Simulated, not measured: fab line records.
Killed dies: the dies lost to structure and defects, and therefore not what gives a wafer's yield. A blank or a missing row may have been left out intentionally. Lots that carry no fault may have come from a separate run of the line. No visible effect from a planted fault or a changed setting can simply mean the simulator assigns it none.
Which tool did it? || flow sky130 || 39 wafers from 13 lots sampled at 2 of the route's 708 steps

## WHAT EACH GAUGE READ, for each wafer
SKY_VIA2_BOW_MEAS_03. Usual: VIA2_BOW 84 um, standard deviation 7.8.
{"lot": "L749", "measured": "day 35 11:14", "on": "film-metro-01", "VIA2_BOW (um)": "84 68 73", "flag": ""}
{"lot": "L751", "measured": "day 35 18:00", "on": "film-metro-03", "VIA2_BOW (um)": "92 86 86", "flag": ""}
{"lot": "L754", "measured": "day 36 16:10", "on": "film-metro-01", "VIA2_BOW (um)": "87 87 78", "flag": ""}
{"lot": "L755", "measured": "day 36 22:37", "on": "film-metro-01", "VIA2_BOW (um)": "84 86 82", "flag": ""}
{"lot": "L756", "measured": "day 37 14:36", "on": "film-metro-02", "VIA2_BOW (um)": "78 92 83", "flag": ""}
{"lot": "L757", "measured": "day 37 20:43", "on": "film-metro-01", "VIA2_BOW (um)": "85 92 70", "flag": ""}
{"lot": "L759", "measured": "day 38 11:35", "on": "film-metro-01", "VIA2_BOW (um)": "89 79 90", "flag": ""}
{"lot": "L758", "measured": "day 38 12:55", "on": "film-metro-02", "VIA2_BOW (um)": "80 76 80", "flag": ""}
{"lot": "L761", "measured": "day 39 13:37", "on": "film-metro-03", "VIA2_BOW (um)": "88 86 80", "flag": ""}
{"lot": "L768", "measured": "day 41 07:35", "on": "film-metro-03", "VIA2_BOW (um)": "72 75 80", "flag": ""}
{"lot": "L769", "measured": "day 41 09:13", "on": "film-metro-02", "VIA2_BOW (um)": "87 89 61", "flag": ""}
{"lot": "L771", "measured": "day 42 00:13", "on": "film-metro-03", "VIA2_BOW (um)": "88 80 93", "flag": ""}
{"lot": "L772", "measured": "day 42 06:24", "on": "film-metro-03", "VIA2_BOW (um)": "89 87 88", "flag": ""}

SKY_VIA2_THK_MEAS_23: measures by xrf. Usual: VIA2_W_THK 446 nm, standard deviation 4.8.
{"lot": "L749", "measured": "day 36 14:39", "on": "film-metro-02", "VIA2_W_THK (nm)": "439 446 440", "flag": ""}
{"lot": "L751", "measured": "day 36 20:33", "on": "film-metro-01", "VIA2_W_THK (nm)": "442 450 446", "flag": ""}
{"lot": "L754", "measured": "day 37 19:25", "on": "film-metro-01", "VIA2_W_THK (nm)": "449 450 443", "flag": ""}
{"lot": "L755", "measured": "day 38 01:20", "on": "film-metro-02", "VIA2_W_THK (nm)": "451 450 453", "flag": ""}
{"lot": "L756", "measured": "day 38 17:16", "on": "film-metro-02", "VIA2_W_THK (nm)": "441 441 443", "flag": ""}
{"lot": "L757", "measured": "day 38 23:38", "on": "film-metro-02", "VIA2_W_THK (nm)": "441 438 442", "flag": ""}
{"lot": "L759", "measured": "day 39 14:20", "on": "film-metro-01", "VIA2_W_THK (nm)": "440 441 439", "flag": ""}
{"lot": "L758", "measured": "day 39 15:00", "on": "film-metro-01", "VIA2_W_THK (nm)": "442 440 439", "flag": ""}
{"lot": "L761", "measured": "day 40 15:34", "on": "film-metro-02", "VIA2_W_THK (nm)": "437 439 442", "flag": ""}
{"lot": "L768", "measured": "day 42 09:06", "on": "film-metro-03", "VIA2_W_THK (nm)": "442 443 449", "flag": ""}
{"lot": "L769", "measured": "day 42 10:53", "on": "film-metro-02", "VIA2_W_THK (nm)": "451 448 453", "flag": ""}
{"lot": "L771", "measured": "day 43 00:58", "on": "film-metro-01", "VIA2_W_THK (nm)": "445 444 441", "flag": ""}
{"lot": "L772", "measured": "day 43 06:31", "on": "film-metro-01", "VIA2_W_THK (nm)": "453 448 445", "flag": ""}

## TOOL THAT RAN EACH LOT (tool first, then ch and the chambers of the sampled wafers, then the start)
No process step before these readings appears in the record.

## WHAT THE TOOLS THEMSELVES READ (means of the sampled wafers that have a number; where no wafer has one, the mark that the record gives instead)
The record holds no such reading with a usual standard deviation.

## THE ANSWER, worked out from the rows above alone
Rule: lot off if the mean of its wafers having a number is beyond 3 standard deviations from the usual mean. A lot without any number at a reading at which 4 lots or more have one is off too. Any other lot the step has rows for is counted as sound. First the gauges in route order, then the tools' own readings, where a lot's mean is used as printed above. At the first step where some lot is off, the reading lying furthest off is the one used; lots without a number count as furthest.
No lot is off on any of the readings shown, so nothing can be concluded from this.

## WHAT THE SIMULATOR HAD PUT IN
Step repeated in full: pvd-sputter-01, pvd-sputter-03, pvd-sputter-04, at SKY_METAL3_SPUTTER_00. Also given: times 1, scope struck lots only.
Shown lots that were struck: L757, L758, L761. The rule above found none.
